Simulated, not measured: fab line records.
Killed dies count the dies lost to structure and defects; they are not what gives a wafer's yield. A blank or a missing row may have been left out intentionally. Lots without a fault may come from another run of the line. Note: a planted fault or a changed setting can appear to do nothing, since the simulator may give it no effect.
Which tool did it? || flow sky130 || 14 lots, 42 wafers sampled, at 4 steps of a route of 708

## WHAT THE GAUGES READ, wafer by wafer
SKY_NWELL_OVL_MEAS_23.
{"lot": "L189", "measured": "day 6 06:19", "on": "overlay-02", "NWELL_01_OVL (nm)": "0.6 1.6 1.3"}
{"lot": "L190", "measured": "day 6 06:43", "on": "overlay-01", "NWELL_01_OVL (nm)": "-1.1 -0.6 -2.2"}
{"lot": "L191", "measured": "day 6 07:37", "on": "overlay-01", "NWELL_01_OVL (nm)": "-0.2 -2.0 -0.1"}
{"lot": "L193", "measured": "day 6 10:32", "on": "overlay-01", "NWELL_01_OVL (nm)": "-1.8 -1.5 1.0"}
{"lot": "L195", "measured": "day 7 05:28", "on": "overlay-02", "NWELL_01_OVL (nm)": "-1.5 -0.9 -0.1"}
{"lot": "L196", "measured": "day 7 08:43", "on": "overlay-01", "NWELL_01_OVL (nm)": "-0.7 -1.8 -0.3"}
{"lot": "L198", "measured": "day 7 14:55", "on": "overlay-01", "NWELL_01_OVL (nm)": "1.1 0.0 -1.1"}
{"lot": "L201", "measured": "day 8 13:01", "on": "overlay-02", "NWELL_01_OVL (nm)": "2.0 0.5 0.4"}
{"lot": "L205", "measured": "day 9 15:20", "on": "overlay-01", "NWELL_01_OVL (nm)": "-1.1 0.0 -1.0"}
{"lot": "L206", "measured": "day 9 16:37", "on": "overlay-01", "NWELL_01_OVL (nm)": "-0.2 -1.5 -1.6"}
{"lot": "L208", "measured": "day 10 16:40", "on": "overlay-02", "NWELL_01_OVL (nm)": "-1.2 -1.3 0.7"}
{"lot": "L209", "measured": "day 11 12:55", "on": "overlay-01", "NWELL_01_OVL (nm)": "0.6 0.9 -0.7"}
{"lot": "L210", "measured": "day 11 23:13", "on": "overlay-02", "NWELL_01_OVL (nm)": "-0.4 1.6 0.7"}
{"lot": "L211", "measured": "day 11 23:34", "on": "overlay-01", "NWELL_01_OVL (nm)": "-0.7 0.7 -0.5"}

SKY_VT_ADJUST_HVTP_CD_MEAS_07: target cd 380 nm.
{"lot": "L189", "measured": "day 7 01:53", "on": "cd-sem-02", "cd-nm (nm)": "378.7 378.7 378.3"}
{"lot": "L190", "measured": "day 7 02:25", "on": "cd-sem-01", "cd-nm (nm)": "383.1 384.5 382.9"}
{"lot": "L191", "measured": "day 7 03:07", "on": "cd-sem-02", "cd-nm (nm)": "378.9 379.3 380.2"}
{"lot": "L193", "measured": "day 7 05:33", "on": "cd-sem-01", "cd-nm (nm)": "381.7 381.9 380.2"}
{"lot": "L195", "measured": "day 8 00:55", "on": "cd-sem-01", "cd-nm (nm)": "381.0 378.6 378.0"}
{"lot": "L196", "measured": "day 8 03:35", "on": "cd-sem-02", "cd-nm (nm)": "378.2 381.7 380.5"}
{"lot": "L198", "measured": "day 8 09:54", "on": "cd-sem-01", "cd-nm (nm)": "382.6 377.8 381.5"}
{"lot": "L201", "measured": "day 9 10:46", "on": "cd-sem-02", "cd-nm (nm)": "381.1 381.7 381.3"}
{"lot": "L205", "measured": "day 10 14:39", "on": "cd-sem-02", "cd-nm (nm)": "380.4 378.5 381.0"}
{"lot": "L206", "measured": "day 10 15:39", "on": "cd-sem-01", "cd-nm (nm)": "378.9 380.4 380.7"}
{"lot": "L208", "measured": "day 11 17:22", "on": "cd-sem-01", "cd-nm (nm)": "384.2 384.6 384.4"}
{"lot": "L209", "measured": "day 12 13:07", "on": "cd-sem-01", "cd-nm (nm)": "384.3 384.4 382.6"}
{"lot": "L210", "measured": "day 12 23:37", "on": "cd-sem-02", "cd-nm (nm)": "376.3 377.9 380.8"}
{"lot": "L211", "measured": "day 13 00:40", "on": "cd-sem-02", "cd-nm (nm)": "382.3 381.3 379.2"}

SKY_VT_ADJUST_HVTP_TW_MEAS_11.
{"lot": "L189", "measured": "day 7 02:17", "on": "film-metro-02", "VT_ADJUST_HVTP_TW": "1388 1382 1388"}
{"lot": "L190", "measured": "day 7 02:49", "on": "film-metro-04", "VT_ADJUST_HVTP_TW": "1340 1350 1342"}
{"lot": "L191", "measured": "day 7 03:31", "on": "film-metro-04", "VT_ADJUST_HVTP_TW": "1357 1350 1346"}
{"lot": "L193", "measured": "day 7 05:56", "on": "film-metro-04", "VT_ADJUST_HVTP_TW": "1351 1348 1347"}
{"lot": "L195", "measured": "day 8 01:19", "on": "film-metro-01", "VT_ADJUST_HVTP_TW": "1367 1365 1361"}
{"lot": "L196", "measured": "day 8 03:59", "on": "film-metro-04", "VT_ADJUST_HVTP_TW": "1339 1348 1341"}
{"lot": "L198", "measured": "day 8 10:17", "on": "film-metro-01", "VT_ADJUST_HVTP_TW": "1371 1363 1365"}
{"lot": "L201", "measured": "day 9 11:09", "on": "film-metro-02", "VT_ADJUST_HVTP_TW": "1377 1385 1389"}
{"lot": "L205", "measured": "day 10 15:02", "on": "film-metro-04", "VT_ADJUST_HVTP_TW": "1347 1352 1346"}
{"lot": "L206", "measured": "day 10 16:02", "on": "film-metro-02", "VT_ADJUST_HVTP_TW": "1379 1386 1387"}
{"lot": "L208", "measured": "day 11 17:46", "on": "film-metro-04", "VT_ADJUST_HVTP_TW": "1353 1349 1346"}
{"lot": "L209", "measured": "day 12 13:31", "on": "film-metro-01", "VT_ADJUST_HVTP_TW": "1360 1365 1362"}
{"lot": "L210", "measured": "day 13 00:01", "on": "film-metro-04", "VT_ADJUST_HVTP_TW": "1348 1348 1343"}
{"lot": "L211", "measured": "day 13 01:05", "on": "film-metro-04", "VT_ADJUST_HVTP_TW": "1347 1342 1341"}

## TOOL THAT RAN EACH LOT (tool first, then ch and the chambers of the sampled wafers, then the start)
{"lot": "L189", "SKY_NWELL_IMPLANT_24": "implanter-01 ch 0, day 6 06:23"}
{"lot": "L190", "SKY_NWELL_IMPLANT_24": "implanter-01 ch 0, day 6 06:44"}
{"lot": "L191", "SKY_NWELL_IMPLANT_24": "implanter-01 ch 0, day 6 07:39"}
{"lot": "L193", "SKY_NWELL_IMPLANT_24": "implanter-01 ch 0, day 6 10:36"}
{"lot": "L195", "SKY_NWELL_IMPLANT_24": "implanter-03 ch 0, day 7 05:29"}
{"lot": "L196", "SKY_NWELL_IMPLANT_24": "implanter-03 ch 0, day 7 08:46"}
{"lot": "L198", "SKY_NWELL_IMPLANT_24": "implanter-03 ch 0, day 7 14:59"}
{"lot": "L201", "SKY_NWELL_IMPLANT_24": "implanter-03 ch 0, day 8 13:06"}
{"lot": "L205", "SKY_NWELL_IMPLANT_24": "implanter-04 ch 0, day 9 15:24"}
{"lot": "L206", "SKY_NWELL_IMPLANT_24": "implanter-01 ch 0, day 9 16:41"}
{"lot": "L208", "SKY_NWELL_IMPLANT_24": "implanter-03 ch 0, day 10 16:42"}
{"lot": "L209", "SKY_NWELL_IMPLANT_24": "implanter-01 ch 0, day 11 12:56"}
{"lot": "L210", "SKY_NWELL_IMPLANT_24": "implanter-03 ch 0, day 11 23:15"}
{"lot": "L211", "SKY_NWELL_IMPLANT_24": "implanter-01 ch 0, day 11 23:36"}
- SKY_NWELL_IMPLANT_24

## WHAT THE TOOLS THEMSELVES READ (means of the sampled wafers that have a number; where no wafer has one, the mark that the record gives instead)
SKY_NWELL_IMPLANT_24.
{"lot": "L189", "tool": "implanter-01", "beam-energy-keV": 140.00, "faraday-current-uA": 51.9}
{"lot": "L190", "tool": "implanter-01", "beam-energy-keV": 139.98, "faraday-current-uA": 51.3}
{"lot": "L191", "tool": "implanter-01", "beam-energy-keV": 139.99, "faraday-current-uA": 52.0}
{"lot": "L193", "tool": "implanter-01", "beam-energy-keV": 140.03, "faraday-current-uA": 51.6}
{"lot": "L195", "tool": "implanter-03", "beam-energy-keV": 139.94, "faraday-current-uA": 52.1}
{"lot": "L196", "tool": "implanter-03", "beam-energy-keV": 142.23, "faraday-current-uA": 50.5}
{"lot": "L198", "tool": "implanter-03", "beam-energy-keV": 142.24, "faraday-current-uA": 51.8}
{"lot": "L201", "tool": "implanter-03", "beam-energy-keV": 142.21, "faraday-current-uA": 51.2}
{"lot": "L205", "tool": "implanter-04", "beam-energy-keV": 140.00, "faraday-current-uA": 51.7}
{"lot": "L206", "tool": "implanter-01", "beam-energy-keV": 139.98, "faraday-current-uA": 52.0}
{"lot": "L208", "tool": "implanter-03", "beam-energy-keV": 140.00, "faraday-current-uA": 52.2}
{"lot": "L209", "tool": "implanter-01", "beam-energy-keV": 140.00, "faraday-current-uA": 51.9}
{"lot": "L210", "tool": "implanter-03", "beam-energy-keV": 140.00, "faraday-current-uA": 52.0}
{"lot": "L211", "tool": "implanter-01", "beam-energy-keV": 139.96, "faraday-current-uA": 52.2}

## THE ANSWER, worked out from the rows above alone
Rule: what is usual is taken from the lots themselves. Put in order of their means at a reading, lots are off if they are a third of the lots or fewer, leave a main group of 4 or more, and stand apart from it by a gap of 3 or more times the standard deviation of the main group's means; of several such gaps the widest counts. The tables above print the reading to a certain number of digits; a main group whose means all agree to those digits is not used. Also off: a lot with no number at a reading for which 4 or more lots have one. All remaining lots with rows at the step are treated as sound. Order of review: gauges by route order, followed by the tools' own readings, for which a lot's mean as printed above is used. The first step at which some lot is off is used, and at that step the reading that is off furthest; a lot without a number counts as furthest.
Off: L196, L198, L201 (SKY_NWELL_IMPLANT_24, beam-energy-keV). The main group: mean 139.99, standard deviation 0.023.
If a tool, at that step or one of the process steps before it, ran each lot that is off and ran no sound lot following the first of them, it fits. Not one of the candidates tried fits.

## WHAT HAD BEEN PUT IN BY THE SIMULATOR
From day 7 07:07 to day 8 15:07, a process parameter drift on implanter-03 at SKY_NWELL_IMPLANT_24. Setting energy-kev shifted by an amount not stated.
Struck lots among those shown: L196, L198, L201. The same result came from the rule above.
